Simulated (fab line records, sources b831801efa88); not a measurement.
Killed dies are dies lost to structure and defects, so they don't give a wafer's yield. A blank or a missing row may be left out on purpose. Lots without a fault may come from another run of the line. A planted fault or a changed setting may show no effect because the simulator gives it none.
Chamber matching | flow sfq_line | SFQ_TRILAYER_I4_VIA_ETCH_VIA_ETCH_106 on rie_diel-03: 4 sister chambers
The step etches SiO2 in CHF3, stops on Nb, target depth 260 nm. 4 wafers are shown with their chamber, then 7 later ones without.

WAFERS WITH THEIR CHAMBER
wafer  | chamber | oes_product_au (a.u.)
L082.2 | 1       | 0.855
L086.6 | 0       | 0.856
L090.1 | 3       | 0.853
L090.4 | 2       | 0.849

WAFERS WITHOUT THEIR CHAMBER
wafer  | oes_product_au (a.u.)
L090.6 | 0.855
L092.4 | 0.853
L092.5 | 0.859
L092.6 | 0.847
L096.1 | 0.853
L096.3 | 0.856
L096.6 | 0.856

WHICH CHAMBER EACH WENT THROUGH
wafer  | from the rows above          | in truth
L090.6 | can't be placed: 1 or 0 or 3 | 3
L092.4 | can't be placed: 3 or 1      | 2
L092.5 | can't be placed: 0 or 1      | 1
L092.6 | 2                            | 2
L096.1 | can't be placed: 3 or 1      | 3
L096.3 | can't be placed: 0 or 1      | 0
L096.6 | can't be placed: 0 or 1      | 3
Placed correctly: 1 of 7. Can't be placed from these rows: 6 (the true chamber is among the candidates in 4). Placed wrongly: 0.
How it was worked out, from the rows above alone: a wafer's distance from a chamber is the root of the sum, over the readings, of the square of ((its reading less the chamber's mean) divided by the reading's scatter). The wafer belongs to the nearest chamber; if the next one is less than 2 further off, it can't be placed. A chamber's mean is the mean of its shown wafers. The scatter: with one shown wafer a chamber, the root of the mean of the squares of how far each hidden wafer lies from its nearest shown one.
